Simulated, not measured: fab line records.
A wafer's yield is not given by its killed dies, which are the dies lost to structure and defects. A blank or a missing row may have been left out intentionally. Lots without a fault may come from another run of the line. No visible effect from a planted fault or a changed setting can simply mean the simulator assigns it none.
Split-lot experiment + flow sky130 + 27 wafers read from 5 lots, route of 708 steps

== ON THE SPLIT ==
At SKY_CONTACT_DEVELOP_13 (develop time 60 s), the setting developTimeS was moved away from the recipe's 60 s on 12 of the 27 wafers read, by -45.7% to +48.6%. The other wafers ran this setting at the recipe's value.

Split to reading: the file shows no intervening step.

== THE READING ==
Shown in nm: cdNm at SKY_CONTACT_CD_MEAS_14, with target cd 170 nm. Typical for fault-free wafers on this fab line: 169.9 nm, with standard deviation 1.7 nm.

| wafer  | tool, chamber at the split | developTimeS as run, s | against the recipe | cdNm, nm | against lot-mates on the recipe |
|--------|----------------------------|------------------------|--------------------|----------|---------------------------------|
| L075.1 | lithoTrack-03, 0           | 60                     | recipe             | 169.8    | -                               |
| L075.2 | lithoTrack-03, 0           | 32.56                  | -45.7%             | 158.5    | -11.6                           |
| L075.3 | lithoTrack-03, 0           | 60                     | recipe             | 171.0    | -                               |
| L075.4 | lithoTrack-03, 0           | 60                     | recipe             | 169.6    | -                               |
| L075.5 | lithoTrack-03, 0           | 32.56                  | -45.7%             | 157.4    | -12.7                           |
| L075.6 | lithoTrack-03, 0           | 32.56                  | -45.7%             | 157.3    | -12.8                           |
| L076.2 | lithoTrack-02, 0           | 60                     | recipe             | 167.7    | -                               |
| L076.3 | lithoTrack-02, 0           | 60                     | recipe             | 167.7    | -                               |
| L076.5 | lithoTrack-02, 0           | 60                     | recipe             | 168.7    | -                               |
| L077.1 | lithoTrack-02, 0           | 37.04                  | -38.3%             | 159.7    | -9.4                            |
| L077.2 | lithoTrack-02, 0           | 37.04                  | -38.3%             | 160.4    | -8.7                            |
| L077.3 | lithoTrack-02, 0           | 60                     | recipe             | 168.3    | -                               |
| L077.4 | lithoTrack-02, 0           | 37.04                  | -38.3%             | 161.3    | -7.8                            |
| L077.5 | lithoTrack-02, 0           | 60                     | recipe             | 169.9    | -                               |
| L077.6 | lithoTrack-02, 0           | 60                     | recipe             | 169.1    | -                               |
| L079.1 | lithoTrack-04, 0           | 60                     | recipe             | 170.0    | -                               |
| L079.2 | lithoTrack-04, 0           | 88.91                  | +48.2%             | 177.8    | +6.9                            |
| L079.3 | lithoTrack-04, 0           | 88.91                  | +48.2%             | 178.5    | +7.6                            |
| L079.4 | lithoTrack-04, 0           | 60                     | recipe             | 171.6    | -                               |
| L079.5 | lithoTrack-04, 0           | 88.91                  | +48.2%             | 177.8    | +6.9                            |
| L079.6 | lithoTrack-04, 0           | 60                     | recipe             | 171.0    | -                               |
| L083.1 | lithoTrack-03, 0           | 89.14                  | +48.6%             | 175.3    | +7.7                            |
| L083.2 | lithoTrack-03, 0           | 89.14                  | +48.6%             | 175.5    | +7.9                            |
| L083.3 | lithoTrack-03, 0           | 60                     | recipe             | 167.4    | -                               |
| L083.4 | lithoTrack-03, 0           | 60                     | recipe             | 166.9    | -                               |
| L083.5 | lithoTrack-03, 0           | 60                     | recipe             | 168.5    | -                               |
| L083.6 | lithoTrack-03, 0           | 89.14                  | +48.6%             | 175.3    | +7.7                            |

FIT RESULTS
A straight line over all 27 wafers: cdNm changes by +0.194 nm for each +1% of developTimeS; r = +0.97; the points scatter about the line by 1.6 nm.
The same after taking each lot's own level away (the mean of its wafers on the recipe; 27 wafers): +0.198 nm for each +1%; r = +0.98; scatter 1.4 nm.
Per that fit: largest developTimeS move, reading shift of 9.6 nm.
Across the lots, their own levels run from 167.60 to 170.87 nm, a range of 1.9 times the standard deviation given above.
Consequently the slope shifts little with the lot-to-lot level, the two slopes agreeing.
Check: for one of the wafers moved furthest among these (+48.6%), held out of the fit, the line's prediction against its lot-mates is +8.81 nm. It came out at +7.7 nm against them.

== OTHER SPLITS APPLIED TO THESE WAFERS ==
Other splits were also applied to these wafers ahead of the reading. Each is held against what the fit with the lots' levels taken away leaves over:
| other split on the same wafers          | wafers away from the commonest value | r with cdNm (lot level and that fit taken away) |
|-----------------------------------------|--------------------------------------|-------------------------------------------------|
| SKY_SONOS_ONO_DEVELOP_12 developTimeS   | 12                                   | +0.21                                           |
| SKY_POLY_GATE_DEVELOP_12 developTimeS   | 9                                    | -0.03                                           |
| SKY_LOCAL_INTERCONNECT_SPUTTER_00 timeS | 12                                   | +0.08                                           |

== THE WHOLE CHAIN: every reading that the file lists as answering this split, in the file's order ==
| step                   | what it does                                                         | reading                                                       | change (the file's fit)               | r (the file's) |
|------------------------|----------------------------------------------------------------------|---------------------------------------------------------------|---------------------------------------|----------------|
| SKY_CONTACT_CD_MEAS_14 | target cd 170 nm                                                     | cdNm                                                          | +0.197 nm for each +1% of the setting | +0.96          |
| SKY_CONTACT_ETCH_16    | etches BARC in N2/H2, stops on SiO2, time 45.9 s, target depth 60 nm | CONTACT.cdNm (the simulator's own value, which no gauge read) | +0.197 nm for each +1% of the setting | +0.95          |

== THE FILE'S OWN FIT ==
cdNm changes by +0.197 nm for each +1% of developTimeS, r = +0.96.
